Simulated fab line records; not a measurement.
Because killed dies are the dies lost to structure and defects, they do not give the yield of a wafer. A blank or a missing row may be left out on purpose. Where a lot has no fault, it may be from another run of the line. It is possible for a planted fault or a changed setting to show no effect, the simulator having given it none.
Which tool is to blame?    flow sky130    Sampling: 6 lots, 18 wafers, 2 of 708 route steps

WHAT THE GAUGES SHOWED, per wafer
SKY_VT_ADJUST_HVTR_CD_MEAS_07: the cd target is 380 nm.
lot   measured      on         cd-nm (nm)
L101  day 10 02:45  cd-sem-02  375 375 373
L106  day 11 19:32  cd-sem-01  392 380 379
L113  day 13 22:12  cd-sem-01  376 376 379
L118  day 15 11:03  cd-sem-01  385 381 382
L119  day 15 16:55  cd-sem-01  379 377 382
L121  day 16 08:48  cd-sem-02  375 376 380

WHAT TOOL EACH LOT RAN ON (gives the tool, then ch and the chambers of the sampled wafers, and finally the start)
lot   SKY_VT_ADJUST_HVTR_DEVELOP_06
L101  litho-track-04 ch 0, day 10 02:36
L106  litho-track-03 ch 0, day 11 19:24
L113  litho-track-04 ch 0, day 13 22:03
L118  litho-track-04 ch 0, day 15 10:54
L119  litho-track-04 ch 0, day 15 16:47
L121  litho-track-04 ch 0, day 16 08:39
- SKY_VT_ADJUST_HVTR_DEVELOP_06: develop time 60 s.

THE ANSWER, worked out from the rows above alone
Rule: usual is defined by the lots themselves. The widest of any qualifying gaps counts: lots, ordered by their means at a reading, are off when they make up no more than a third of the lots, leave a main group of 4 or more, and stand apart from it by 3 or more times the standard deviation of that group's means. A main group is skipped when, at the precision printed for the reading in the tables above, its means are all equal. Also off: a lot with no number at a reading for which 4 or more lots have one. Any other lot the step has rows for is counted as sound.
Nothing can be told from this: no lot is off at any reading shown.

WHAT HAD BEEN PUT IN BY THE SIMULATOR
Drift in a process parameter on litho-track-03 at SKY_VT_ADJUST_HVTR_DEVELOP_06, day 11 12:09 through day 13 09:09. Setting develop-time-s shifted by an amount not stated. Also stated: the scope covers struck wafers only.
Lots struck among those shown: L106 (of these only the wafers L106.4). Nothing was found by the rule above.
